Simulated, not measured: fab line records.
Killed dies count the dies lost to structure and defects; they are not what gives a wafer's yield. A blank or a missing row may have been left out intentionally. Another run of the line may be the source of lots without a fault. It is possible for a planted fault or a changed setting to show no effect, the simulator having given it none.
Chamber matching | flow gf180mcu | 4 sister chambers for GF_POLY_GATE_ETCH_12 on rie-diel-01
The step etches BARC in N2/H2. 18 wafers are shown with their chamber, then 9 later ones without.

WAFERS, EACH WITH ITS CHAMBER
wafer  | chamber | drypump-motor-current-A (A) | throttle-valve-pct (%) | bias-w (W)
L076.3 | 3       | 5.3                         | 13.203                 | 100.41
L076.5 | 1       | 5.3                         | 13.236                 | 100.36
L076.6 | 0       | 6.1                         | 13.221                 | 99.65
L079.1 | 0       | 6.1                         | 13.211                 | 99.19
L079.3 | 1       | 5.3                         | 13.214                 | 99.94
L079.4 | 0       | 6.1                         | 13.202                 | 99.53
L080.3 | 1       | 5.3                         | 13.211                 | 100.22
L080.4 | 0       | 6.0                         | 13.198                 | 99.86
L080.5 | 2       | 5.3                         | 13.214                 | 99.76
L084.1 | 2       | 5.3                         | 13.211                 | 100.44
L084.2 | 0       | 6.1                         | 13.212                 | 100.09
L084.5 | 1       | 5.3                         | 13.227                 | 99.87
L089.4 | 0       | 6.1                         | 13.211                 | 100.81
L089.5 | 2       | 5.3                         | 13.221                 | 100.58
L089.6 | 1       | 5.3                         | 13.222                 | 100.15
L090.1 | 1       | 5.3                         | 13.215                 | 99.83
L090.2 | 2       | 5.3                         | 13.221                 | 100.25
L090.3 | 0       | 6.1                         | 13.225                 | 99.99

SIGNATURES, as means of the wafers listed above
reading                 | chamber 0 | chamber 1 | chamber 2 | chamber 3 | scatter within a chamber
drypump-motor-current-A | 6.086     | 5.300     | 5.300     | 5.300     | 0.0247
throttle-valve-pct      | 13.21143  | 13.22083  | 13.21675  | 13.20300  | 0.00874
bias-w                  | 99.8743   | 100.0617  | 100.2575  | 100.4100  | 0.395
Rule: a wafer's distance from a chamber is the root of the sum, over the readings, of the square of ((its reading less the chamber's mean) divided by the reading's scatter). If the next closest chamber is less than 2 further off than the closest, the wafer can't be placed; otherwise it belongs to the closest. How the scatter is found: for the shown wafers, subtract from each reading the mean of its chamber, square and add these, divide the total by (wafers less chambers), then take the root.

WAFERS WITHOUT THEIR CHAMBER
wafer  | drypump-motor-current-A (A) | throttle-valve-pct (%) | bias-w (W)
L091.1 | 6.1                         | 13.223                 | 100.38
L091.2 | 5.4                         | 13.221                 | 99.95
L091.6 | 5.3                         | 13.220                 | 99.83
L093.3 | 5.3                         | 13.221                 | 99.85
L093.4 | 5.3                         | 13.217                 | 99.90
L093.5 | 5.4                         | 13.209                 | 100.04
L096.2 | 5.3                         | 13.216                 | 99.49
L096.3 | 5.3                         | 13.226                 | 99.98
L096.5 | 5.2                         | 13.215                 | 99.79

WHICH CHAMBER EACH WENT THROUGH
wafer  | from the rows above          | in truth
L091.1 | 0                            | 0
L091.2 | can't be placed: 1 or 2 or 3 | 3
L091.6 | can't be placed: 1 or 2 or 3 | 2
L093.3 | can't be placed: 1 or 2 or 3 | 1
L093.4 | can't be placed: 1 or 2 or 3 | 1
L093.5 | can't be placed: 2 or 3 or 1 | 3
L096.2 | can't be placed: 1 or 2 or 3 | 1
L096.3 | can't be placed: 1 or 2      | 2
L096.5 | can't be placed: 1 or 2 or 3 | 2
1 of 9 placed correctly. Unplaceable from these rows: 8, with the true chamber sitting among the candidates in 8. Wrongly placed: 0.
